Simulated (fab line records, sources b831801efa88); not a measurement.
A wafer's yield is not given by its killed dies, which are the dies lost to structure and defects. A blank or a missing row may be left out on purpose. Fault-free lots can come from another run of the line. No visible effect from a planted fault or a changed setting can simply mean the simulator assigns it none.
A single fault, viewed from 2 desks    flow sky130    each desk holds nothing but its own numbers, with what lay behind them at the end

METROLOGY DESK
Lot by lot, what the gauges showed, no matter which tool ran the lot: averages of those sampled wafers that carry a number. Any lot whose mean is over 4 standard deviations away from the usual mean is out of limits and marked OUT; that distance is given in the brackets.
Columns: A = POLY_GATE_CVD_03_THK at SKY_POLY_GATE_THK_MEAS_04, usual 75.1 nm
lot   first seen here  A
L620  day 15 20:41     75.1
L621  day 16 00:54     75.5
L624  day 17 10:41     75.4
L626  day 17 14:33     75.2
L627  day 17 22:14     75.2
L631  day 19 16:38     75.4
L633  day 20 05:22     74.7
L634  day 20 14:53     75.4
L635  day 20 23:19     74.7
L638  day 22 05:10     74.5
L639  day 22 10:02     75.0
This desk's finding: nothing out of limits on any of the 11 lots.

FOR THE TOOL OWNER'S DESK: litho-track-03
The tool's own readings at SKY_LDD_HVN_COAT_02 (resist thk 300 nm): means of the sampled wafers that have a number, for each lot that ran on this tool. Any lot whose mean is over 4 standard deviations away from the usual mean is out of limits and marked OUT; that distance is given in the brackets.
Columns: A = spin-speed-rpm at SKY_LDD_HVN_COAT_02, usual 2999.4 rpm
lot   first seen here  A
L620  day 20 10:31     2998.8
L621  day 20 13:14     2999.1
L626  day 22 04:34     3001.1
L631  day 24 09:10     3146.6 (+67) OUT
L635  day 25 12:56     3144.8 (+66) OUT
Finding of this desk: L631, L635 out of limits; the first was L631 at day 24 09:10, on spin-speed-rpm at SKY_LDD_HVN_COAT_02. L620, L621, L626 stayed within limits.

ALL TOGETHER
The tool owner's desk could have raised an alarm at day 24 09:10, on L631, L635.
Nothing out of limits was seen by the metrology desk.
The metrology desk has L631, L635 on record, within its limits.
The lots listed all ran SKY_LDD_HVN_COAT_02 on litho-track-03.

WHAT WAS PUT IN BY THE SIMULATOR
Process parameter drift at SKY_LDD_HVN_COAT_02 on litho-track-03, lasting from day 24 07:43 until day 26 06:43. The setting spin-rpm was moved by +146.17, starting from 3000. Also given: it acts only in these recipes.
Lots struck among those shown: L631, L635.
Time in hours from fault onset to the first out-of-limits reading at each desk: the tool owner's desk, 1.
